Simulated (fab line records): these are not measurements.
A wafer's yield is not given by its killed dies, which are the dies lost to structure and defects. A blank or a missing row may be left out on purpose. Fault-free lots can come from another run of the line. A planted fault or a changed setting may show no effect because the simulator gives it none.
A struck lot beside a sound one + flow sky130 + 15 out of 708 route steps
Sound: these wafers, L270.2, L270.4, L270.5. Struck: wafers L265.1, L265.3, L265.6. The cause is named last.
Per side, at each step with rows, come the tool, then ch with its chambers, and then its first start. Under that, the readings that differ: sound wafers + struck wafers + difference of the means + sigmas: that difference in standard deviations of wafers without a fault.
alike: same words and numbers on both sides, and readings whose means sit less than 2 such deviations apart. not compared: any withheld reading, any reading some wafer has no value for, any bound like >300 that may hide the same value, and any number with overlapping values for which the record gives no deviation.
Wherever a step has rows on one side only, a row that says differs or no value, or a row with sigmas, the two part there. Numbers that have no deviation but don't overlap get no sigmas and don't part them. Lack of a reading on every wafer of one side parts them only where that side has two or more wafers.

first, 4 steps without rows for these wafers: SKY_LDD_N_IMPLANT_12; SKY_LDD_N_IMPLANT_13; SKY_LDD_N_IMPLANT_14; SKY_LDD_N_IMPLANT_15.
SKY_LDD_N_STRIP_16: strips in O2/N2.
  sound on plasma asher-02 ch 0,1, day 25 07:19; struck on plasma asher-01 ch 0,1, day 24 09:06
  alike: drypump motor current A, oes product au, strip time to endpoint s
  not compared: rf hours counter h
SKY_LDD_N_TW_MEAS_17:
  sound: film metro-03 at day 25 07:26; struck: film metro-01 at day 24 09:13
| reading  | sound          | struck         | difference | sigmas |
|----------|----------------|----------------|------------|--------|
| LDD_N_TW | 2555 2566 2569 | 2531 2499 2515 | -48        | -2     |
then, 6 steps without rows for these wafers: SKY_LDD_P_DEHYDRATE_00 (time 60 s); SKY_LDD_P_HMDS_01 (prime time 60 s); SKY_LDD_P_COAT_02 (resist thk 1140 nm); SKY_LDD_P_SOFTBAKE_03 (time 60 s); SKY_LDD_P_EXPOSE_04 (exposes mask PSDM, target cd 380 nm); SKY_LDD_P_PEB_05.
SKY_LDD_P_DEVELOP_06: develop time 60 s.
  sound on litho track-02 ch 0, day 26 12:23; struck on litho track-01 ch 0, day 25 14:29
| reading              | sound             | struck            | difference | sigmas |
|----------------------|-------------------|-------------------|------------|--------|
| developer temp C (C) | 23.14 22.91 22.96 | 22.43 22.23 22.41 | -0.65      | -6     |
SKY_LDD_P_CD_MEAS_07: target cd 380 nm.
  sound: cd sem-01 at day 26 12:31; struck: cd sem-01 at day 25 14:38
  alike: cd nm
SKY_PAD_OPEN_PROBE_99:
  rows exist in the record for the sound wafers here (prober-02, day 50 11:38), none for the struck ones

WHERE THEY PART
At SKY_LDD_N_TW_MEAS_17 first; at SKY_PAD_OPEN_PROBE_99 last (within this record only).

WHY: the cause the simulator had injected
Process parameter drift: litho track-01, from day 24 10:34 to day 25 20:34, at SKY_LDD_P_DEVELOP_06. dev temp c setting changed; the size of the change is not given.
